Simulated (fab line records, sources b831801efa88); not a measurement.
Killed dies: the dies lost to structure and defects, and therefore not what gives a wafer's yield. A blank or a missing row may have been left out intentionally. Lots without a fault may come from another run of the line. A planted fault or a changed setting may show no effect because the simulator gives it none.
Comparing a struck lot with a sound one | flow sky130 | 15 out of 708 route steps
Sound: wafers L130.1, L130.2, L130.6. Wafers L128.1, L128.2, L128.6 were the ones struck. At the end, the cause is stated.
At each step with rows: each side's tool, then ch and its chambers, then its first start. Under that, the readings that differ: sound wafers | struck wafers | difference of the means | sigmas: that difference in standard deviations of wafers without a fault.
alike: a reading whose means differ by less than 2 such deviations, as well as words and numbers matching on both sides. not compared: withheld readings; readings where some wafer has no value; bounds like >300 that might hide an equal value; numbers whose values overlap and for which the record gives no deviation.
A row with sigmas, a row that says differs or no value, or rows on one side alone: a step with any of these is where the two part. When numbers do not overlap yet have no deviation, they are printed without sigmas and do not part them. A reading missing from all wafers of one side parts the sides only when that side holds two or more wafers.

first, 6 steps without rows for these wafers: SKY_LDD_N_HMDS_01 (prime time 60 s); SKY_LDD_N_COAT_02 (resist thk 300 nm); SKY_LDD_N_SOFTBAKE_03 (time 60 s); SKY_LDD_N_EXPOSE_04 (exposes mask NTM, target cd 840 nm); SKY_LDD_N_PEB_05; SKY_LDD_N_DEVELOP_06 (develop time 60 s).
SKY_LDD_N_OVL_MEAS_07:
  sound: overlay-02 at day 25 00:28; struck: overlay-02 at day 24 08:35
  alike: LDD_N_OVL
then, 5 steps without rows for these wafers: SKY_LDD_N_IMPLANT_08; SKY_LDD_N_IMPLANT_09; SKY_LDD_N_IMPLANT_10; SKY_LDD_N_IMPLANT_11; SKY_LDD_N_IMPLANT_12.
SKY_LDD_N_IMPLANT_13:
  sound on implanter-01 ch 0, day 25 01:15; struck on implanter-02 ch 0, day 24 09:22
  reading            | sound                | struck              | difference | sigmas
  tilt_deg (degrees) | 29.998 29.975 30.007 | 0.015 -0.013 -0.003 | -29.994    | -99 or more
following that, these wafers have no rows for 1 step: SKY_LDD_N_IMPLANT_14.
-- record jumps: 26 days separate the struck wafers' starts on either side; left off in module LDD_N, taken up again in module PAD_OPEN, whose first shown step is the route's number 708 --
SKY_PAD_OPEN_PROBE_99:
  sound: prober-01 at day 50 13:20; struck: prober-01 at day 50 04:08
  alike: killed_at_M0_to_M3, killed_at_M4_up, killed_at_contacts, killed_at_front_end, killed_at_other, killed_dies, killed_open, killed_short
  not compared: model.etest.nfet_01v8_turned.vt_sat_v

== WHERE THEY PART ==
Within this record, at SKY_LDD_N_IMPLANT_13 only. Later steps at which nothing parts them and some readings are alike: SKY_PAD_OPEN_PROBE_99.

WHY: what the simulator had put in
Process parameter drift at SKY_LDD_N_IMPLANT_13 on implanter-02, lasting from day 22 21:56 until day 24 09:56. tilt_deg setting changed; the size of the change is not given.
